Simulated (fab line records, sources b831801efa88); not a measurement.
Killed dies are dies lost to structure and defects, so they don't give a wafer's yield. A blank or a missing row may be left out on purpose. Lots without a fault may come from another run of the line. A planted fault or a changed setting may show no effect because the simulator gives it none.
Problem report in the 8D (eight disciplines) form, filled by code | flow gf180mcu | the parts of the form that need people (team, actions taken, sign-off) are left out

1. THE PROBLEM
CONTACT_CVD_00_THK at GF_CONTACT_THK_MEAS_01 reads a mean of 243.1 nm on 3 wafers of 2 lots; wafers without a fault read 300.5 nm with a standard deviation of 2.9. That is -20 standard deviations from the usual mean.
First seen on wafer L528.1, day 19 05:31, on film_metro-02. The record holds 39 wafers of 13 lots with a number at this step. Rule for "out", or "out of limits": more than 4 standard deviations from the usual mean. The other wafers with a number count as sound.

2. WHAT IT IS AND WHAT IT IS NOT
question                    | is                     | is not
which readings at this step | CONTACT_CVD_00_THK     | -
which lots                  | L528, L530             | L517, L518, L520, L521, L522, L523, L534, L536, L537, L538, L539
which wafers of those lots  | L528.1, L528.6, L530.5 | L528.3, L530.2, L530.4
read on which gauges        | film_metro-02          | film_metro-03, film_metro-04
when                        | from day 19 05:31      | up to then (19 sound wafers); but 17 sound wafers of L530, L534, L536, L537, L538, L539 came after

3. SUSPECTS, AND WHAT RULES EACH OUT
Counting: a tool at a process step up to the reading stays a suspect if it ran every lot that is out. Sound lots after the first of them don't rule it out here, since some wafers of a struck lot are sound.
- the gauge at GF_CONTACT_THK_MEAS_01: ruled out. All the wafers that are out were read on film_metro-02, but those of them that GF_CONTACT_CVD_00 has rows for are out there too, on other tools.
- hdpcvd-02 at GF_CONTACT_CVD_00 (deposits SiO2, target thk 300 nm, time 50 s): kept. It ran every lot that is out, first L528 (day 19 05:28); its last sound lot up to then is L523 (day 17 14:29). Its own readings are out on those wafers: sih4_flow_sccm.
- Within hdpcvd-02 at GF_CONTACT_CVD_00: the wafers that are out ran in chamber 0; their sound lot-mates ran in chambers 1, 2.
Left after counting: hdpcvd-02 at GF_CONTACT_CVD_00.

4. THE CAUSE (what the simulator had put in)
Process parameter drift: hdpcvd-02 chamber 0, from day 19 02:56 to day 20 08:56, at GF_CONTACT_CVD_00. Setting sih4_flow_sccm, moved by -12, from 60. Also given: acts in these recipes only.
Counting left only this tool.

5. THE CHAIN OF EFFECTS, in route order
Each row: a reading whose mean over the struck wafers that have a number lies more than 3 standard deviations from the usual. Only readings for which the record gives a usual standard deviation are gone through. hours: the time from each lot's start at the first step in this table that gives one to its start at this step, as a median over the lots. sigmas: the change in usual standard deviations.
hours | step                   | reading            | usual      | on struck wafers | change | sigmas
0     | GF_CONTACT_CVD_00      | sih4_flow_sccm     | 60.00 sccm | 48.05            | -11.95 | -66
0     | GF_CONTACT_THK_MEAS_01 | CONTACT_CVD_00_THK | 300.5 nm   | 243.1            | -57.4  | -20
-     | GF_CONTACT_ETCH_17     | oes_product_au     | 0.815 a.u. | 0.786            | -0.029 | -5.9
The process steps in it:
- GF_CONTACT_CVD_00: deposits SiO2, target thk 300 nm, time 50 s.
- GF_CONTACT_ETCH_17: etches SiO2 in C4F8/O2/Ar, stops on CoSi2, target depth 860 nm.
Later measuring or inspecting steps at which every struck wafer that the step has a row for has a number for every such reading, and none has moved that far: GF_CONTACT_THK_MEAS_03.

6. WHAT WOULD HAVE CAUGHT IT SOONER
In this record the first reading out of limits at a measuring or inspecting step was taken at day 19 05:31, 3 hours after the fault began at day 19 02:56.
The tool's own readings at GF_CONTACT_CVD_00 were out on every struck wafer that the step has a row for (sih4_flow_sccm): an alarm limit on them would have fired on the first of those.
Of the lots that are out (2), L530 began GF_CONTACT_CVD_00 on hdpcvd-02 after day 19 05:31. A hold on the tool at that time would have spared it.
